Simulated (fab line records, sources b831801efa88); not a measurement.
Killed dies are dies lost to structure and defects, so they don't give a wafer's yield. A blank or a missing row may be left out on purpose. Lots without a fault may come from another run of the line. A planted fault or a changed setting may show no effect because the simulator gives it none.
fab line records | flow gf180mcu
record lots=15 wafers=45 last_day=34
route steps=602 shown V2@397 M3@410
lots that met no fault: from a run of the same line without faults
start_h: hours from the record's first day to the start of the lot's first wafer shown | wait_h: hours since the lot's step before | " the same as in the row above | L1.1+2: a row that stands for several wafers | - no value, or no start given | * or withheld: withheld | < > ~ a bound
route shown NAME@n: a module of which the file shows steps, and the number in the route of the first | usual: mean/standard deviation of fault-free wafers | same: alike in all rows | chamber/n: place in a boat | sites: the reading at each site | _std_site: their standard deviation | _edge_site: outer sites' mean less inner sites' | radius_mm: how far each site lies from the wafer's centre | mask NAME#n: copy n | behind: the tool/chamber that last shaped the wafer | hold: why the lot was held/for how many hours/how that ended | device: the transistor (n, p or np) that didn't switch | end of line: the same wafers' tests at the end of the route | a step without rows: its recipe alone | killed: dies lost to structure and defects at the first sort, not the wafer's yield | map: a wafer's dies, x killed, . not, _ none there
set.NAME: the setting as run; set.NAME@STEP: as run at that earlier step | model.NAME: the simulator's own value behind a step, which no gauge read
steps of the route over a sample of lots; a table a step, a row a wafer
services: from which hour (start_h, from the record's first day; less than 0 if before it) a tool's chamber was out of use, for how many hours, and why
## steps
# step GF_V2_OVL_MEAS_15
# usual V2_OVL=1/5
# columns lot.wafer tool chamber start_h wait_h V2_OVL[nm]
L124.2 overlay-02 - 475.75 0.1 -3
L124.5 " - " " -4
L124.6 " - " " 3
L126.2 overlay-01 - 491.50 0.1 2
L126.3 " - " " 4
L126.6 " - " " 2
L128.1 overlay-02 - 503.95 0.1 1
L128.3 " - " " -5
L128.5 " - " " -1
L130.4 overlay-01 - 520.09 0.1 7
L130.5 " - " " 5
L130.6 " - " " 2
L131.1 overlay-02 - 534.32 0.1 -3
L131.3 " - " " 4
L131.4 " - " " 10
L133.2 overlay-01 - 542.94 0.1 7
L133.3 " - " " -3
L133.6 " - " " 2
L134.1 overlay-02 - 546.18 0.1 -3
L134.2 " - " " 7
L134.3 " - " " 4
L135.2 overlay-01 - 561.30 0.1 1
L135.3 " - " " -2
L135.5 " - " " -4
L136.1 overlay-02 - 571.08 0.1 6
L136.3 " - " " 8
L136.6 " - " " -2
L141.4 overlay-01 - 607.14 0.1 0
L141.5 " - " " -2
L141.6 " - " " 7
L142.1 overlay-02 - 611.49 0.1 -4
L142.3 " - " " 0
L142.4 " - " " -4
L143.1 overlay-02 - 622.39 0.1 -8
L143.3 " - " " -8
L143.5 " - " " -5
L145.1 overlay-01 - 631.63 0.1 7
L145.2 " - " " -5
L145.3 " - " " -1
L146.1 overlay-01 - 638.04 0.1 11
L146.2 " - " " 7
L146.5 " - " " 4
L147.2 overlay-01 - 645.85 0.1 -4
L147.3 " - " " 5
L147.5 " - " " -3
# step GF_V2_RS_MEAS_24
# recipe thk_meas_gauge=four-point-probe reads=W_of_V2_CVD_23+TiN_of_V2_SPUTTER_22+Ti_of_V2_SPUTTER_21
# usual V2_W_RS=0.328/0.0056
# columns lot.wafer tool chamber start_h wait_h V2_W_RS[ohm/sq]
L124.2 film_metro-03 - 476.69 0.1 0.327
L124.5 " - " " 0.329
L124.6 " - " " 0.321
L126.2 film_metro-03 - 492.43 0.1 0.335
L126.3 " - " " 0.334
L126.6 " - " " 0.332
L128.1 film_metro-02 - 504.86 0.1 0.329
L128.3 " - " " 0.326
L128.5 " - " " 0.330
L130.4 film_metro-03 - 521.07 0.1 0.327
L130.5 " - " " 0.329
L130.6 " - " " 0.316
L131.1 film_metro-03 - 535.23 0.1 0.327
L131.3 " - " " 0.326
L131.4 " - " " 0.329
L133.2 film_metro-03 - 543.96 0.1 0.333
L133.3 " - " " 0.328
L133.6 " - " " 0.331
L134.1 film_metro-03 - 547.10 0.1 0.331
L134.2 " - " " 0.339
L134.3 " - " " 0.332
L135.2 film_metro-03 - 562.23 0.1 0.322
L135.3 " - " " 0.328
L135.5 " - " " 0.323
L136.1 film_metro-02 - 571.99 0.1 0.332
L136.3 " - " " 0.332
L136.6 " - " " 0.333
L141.4 film_metro-03 - 608.10 0.1 0.330
L141.5 " - " " 0.329
L141.6 " - " " 0.329
L142.1 film_metro-03 - 612.41 0.1 0.334
L142.3 " - " " 0.333
L142.4 " - " " 0.335
L143.1 film_metro-02 - 623.37 0.1 0.330
L143.3 " - " " 0.329
L143.5 " - " " 0.334
L145.1 film_metro-01 - 632.59 0.1 0.331
L145.2 " - " " 0.319
L145.3 " - " " 0.316
L146.1 film_metro-03 - 638.96 0.1 0.335
L146.2 " - " " 0.321
L146.5 " - " " 0.334
L147.2 film_metro-01 - 646.78 0.1 0.318
L147.3 " - " " 0.321
L147.5 " - " " 0.329
# step GF_M3_SPUTTER_01
# recipe material=TiN target_thk_nm=30 power_w=6500 time_s=25 chamber_pressure_pa=0.4
# usual cathode_dc_power_W=6500.0/1.1 chamber_pressure_pa=0.4000/0.00073 throttle_valve_pct=30.2/1
# columns lot.wafer tool chamber start_h wait_h cathode_dc_power_W chamber_pressure_pa throttle_valve_pct
L124.2 pvd_sputter-02 - 477.25 0.1 6500.4 0.3993 31.1
L124.5 " - " " 6498.8 0.3994 31.1
L124.6 " - " " 6500.4 0.4000 31.7
L126.2 pvd_sputter-04 - 492.99 0.1 6499.9 0.4013 31.0
L126.3 " - " " 6500.0 0.3994 27.8
L126.6 " - " " 6499.9 0.3994 29.0
L128.1 pvd_sputter-03 - 505.44 0.1 6499.5 0.4008 30.5
L128.3 " - " " 6500.2 0.4001 29.3
L128.5 " - " " 6501.3 0.3999 30.2
L130.4 pvd_sputter-02 - 521.59 0.1 6498.4 0.4002 31.1
L130.5 " - " " 6501.1 0.4000 30.6
L130.6 " - " " 6498.5 0.3996 29.6
L131.1 pvd_sputter-02 - 535.98 0.1 6501.6 0.3994 31.5
L131.3 " - " " 6497.8 0.4010 30.8
L131.4 " - " " 6500.1 0.4012 30.8
L133.2 pvd_sputter-02 - 544.52 0.1 6498.6 0.4005 31.5
L133.3 " - " " 6501.5 0.4018 30.6
L133.6 " - " " 6499.9 0.4007 31.0
L134.1 pvd_sputter-02 - 547.68 0.1 6499.9 0.3999 31.4
L134.2 " - " " 6500.3 0.4016 31.3
L134.3 " - " " 6500.2 0.4006 30.7
L135.2 pvd_sputter-04 - 562.79 0.1 6500.4 0.4006 28.6
L135.3 " - " " 6499.9 0.4008 30.7
L135.5 " - " " 6501.2 0.3987 30.1
L136.1 pvd_sputter-03 - 572.57 0.1 6499.4 0.3994 30.3
L136.3 " - " " 6500.5 0.3993 30.4
L136.6 " - " " 6499.0 0.4000 28.7
L141.4 pvd_sputter-02 - 608.62 0.1 - - -
L141.5 " - " " - - -
L141.6 " - " " - - -
L142.1 pvd_sputter-04 - 612.99 0.1 - - -
L142.3 " - " " - - -
L142.4 " - " " - - -
L143.1 pvd_sputter-02 - 623.95 0.1 - - -
L143.3 " - " " - - -
L143.5 " - " " - - -
L145.1 pvd_sputter-02 - 633.17 0.1 6500.4 0.3990 29.6
L145.2 " - " " 6500.8 0.4006 30.9
L145.3 " - " " 6499.1 0.3991 31.5
L146.1 pvd_sputter-03 - 639.54 0.1 6498.2 0.3998 28.4
L146.2 " - " " 6500.7 0.3993 30.2
L146.5 " - " " 6500.2 0.3997 28.4
L147.2 pvd_sputter-02 - 647.34 0.1 6498.9 0.4000 30.3
L147.3 " - " " 6499.0 0.3993 31.3
L147.5 " - " " 6499.1 0.3997 30.9
# step GF_M3_METAL_ETCH_16
# recipe chemistry=Cl2/BCl3 mask_material=KrF target_depth_nm=627.5 stop_on=SiO2 pressure_mtorr=8 icp_w=800 bias_w=140 Cl2_flow_sccm=80 bcl3_flow_sccm=40 time_s=104.6
# usual drypump_motor_current_A=5.7/0.53 oes_product_au=0.972/0.0078 throttle_valve_pct=28.251/0.011
# columns lot.wafer tool chamber start_h wait_h drypump_motor_current_A oes_product_au rf_hours_counter_h throttle_valve_pct
L124.2 rie_metal-01 1 501.57 0.0 5.3 0.968 10 28.267
L124.5 " 0 " " 5.9 0.968 - 28.265
L124.6 " 1 " " 5.3 0.966 - 28.248
L126.2 rie_metal-01 1 516.81 0.0 5.3 0.979 10 28.252
L126.3 " 0 " " 6.0 0.967 - 28.243
L126.6 " 0 " " 6.0 0.968 - 28.246
L128.1 rie_metal-03 0 528.86 0.0 5.0 0.965 0 28.263
L128.3 " 0 " " 5.0 0.961 - 28.277
L128.5 " 1 " " 5.5 0.977 - 28.260
L130.4 rie_metal-03 0 544.35 0.0 5.0 0.968 - 28.254
L130.5 " 1 " " 5.4 0.982 - 28.254
L130.6 " 0 " " 5.0 0.966 - 28.231
L131.1 rie_metal-01 0 558.37 0.0 5.9 0.987 3 28.234
L131.3 " 0 " " 5.9 0.973 - 28.254
L131.4 " 1 " " 5.3 0.977 - 28.242
L133.2 rie_metal-04 0 566.82 0.0 6.5 0.969 9 28.244
L133.3 " 1 " " 5.6 0.965 - 28.254
L133.6 " 0 " " 6.6 0.966 - 28.256
L134.1 rie_metal-03 1 569.07 0.0 5.4 0.965 9 28.256
L134.2 " 0 " " 5.0 0.959 1 28.276
L134.3 " 1 " " 5.4 0.971 - 28.250
L135.2 rie_metal-03 1 584.61 0.0 5.4 0.968 9 28.253
L135.3 " 1 " " 5.4 0.977 - 28.246
L135.5 " 1 " " 5.4 0.980 - 28.242
L136.1 rie_metal-04 0 593.62 0.0 6.5 0.964 10 28.257
L136.3 " 0 " " 6.5 0.987 - 28.244
L136.6 " 0 " " 6.5 0.973 - 28.242
L141.4 rie_metal-04 0 629.45 0.0 6.5 0.950 - 28.275
L141.5 " 1 " " 5.7 0.948 - 28.265
L141.6 " 0 " " 6.5 0.944 - 28.283
L142.1 rie_metal-01 0 633.81 0.0 6.0 0.936 6 28.288
L142.3 " 0 " " 6.0 0.951 - 28.279
L142.4 " 1 " " 5.3 0.937 - 28.276
L143.1 rie_metal-04 0 644.37 0.0 6.6 0.944 12 28.292
L143.3 " 1 " " 5.7 0.925 - 28.291
L143.5 " 0 " " 6.5 0.946 - 28.290
L145.1 rie_metal-03 0 653.27 0.0 5.0 0.968 4 28.260
L145.2 " 1 " " 5.4 0.968 11 28.261
L145.3 " 1 " " 5.4 0.981 - 28.243
L146.1 rie_metal-01 0 658.92 0.0 6.0 0.977 7 28.256
L146.2 " 1 " " 5.3 0.976 1 28.256
L146.5 " 0 " " 6.0 0.964 - 28.263
L147.2 rie_metal-01 0 667.22 0.0 6.0 0.966 8 28.270
L147.3 " 0 " " 5.9 0.950 - 28.262
L147.5 " 1 " " 5.3 0.957 - 28.261
## services
# columns tool chamber start_h hours kind
pvd_sputter-03 - 454.13 1.9 repair
rie_metal-04 - 466.11 1.4 pm
pvd_sputter-04 - 467.76 6.6 repair
pvd_sputter-03 - 477.96 1.2 repair
rie_metal-03 0 500.75 - clean
rie_metal-03 0 500.75 19.8 scheduled_down
rie_metal-03 0 500.75 19.8 vent_cycle
pvd_sputter-02 - 525.27 2.6 repair
pvd_sputter-02 - 528.16 1.8 repair
pvd_sputter-02 2 536.10 - consumable_replace:kit
pvd_sputter-02 2 536.10 18.0 scheduled_down
pvd_sputter-02 2 536.10 18.0 vent_cycle
pvd_sputter-03 - 544.95 1.1 repair
rie_metal-03 1 552.54 4.4 repair
rie_metal-04 1 574.91 13.4 repair
rie_metal-01 - 580.50 0.3 repair
rie_metal-04 - 583.80 2.8 pm
rie_metal-04 - 597.34 0.3 repair
rie_metal-01 1 598.90 - clean
rie_metal-01 1 598.90 17.5 scheduled_down
rie_metal-01 1 598.90 17.5 vent_cycle
rie_metal-01 - 625.71 2.6 repair
rie_metal-03 - 637.87 0.6 repair
pvd_sputter-03 - 646.24 2.2 repair
## key
first_sign step=GF_M3_SPUTTER_01 reading=tool_record direction=missing
effect step=GF_M3_METAL_ETCH_16 reading=oes_product_au direction=down sigmas=3.8 usual=0.972 struck=0.942
met_at GF_M3_SPUTTER_01
struck_lots L141,L142,L143
later_rows_left_out L141.4,L141.5,L141.6,L142.1,L142.3,L142.4,L143.1,L143.3,L143.5
sort_left_out L141.4,L141.5,L141.6,L142.1,L142.3,L142.4,L143.1,L143.3,L143.5
not_acting_at GF_V2_OVL_MEAS_15,GF_V2_RS_MEAS_24
onset_between 562.79 608.62
fault kind=skipped_step_whole tool=pvd_sputter-02,pvd_sputter-04 chamber=- onset_h=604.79 steps=GF_M3_SPUTTER_01 scope=struck_lots_only
# sort_left_out: the simulated sort isn't trusted on such a fault, so these wafers' sort isn't shown, and their yield isn't known
# later_rows_left_out: the simulator's readings of these wafers behind a module that went badly wrong aren't trusted and aren't shown, but for the sort
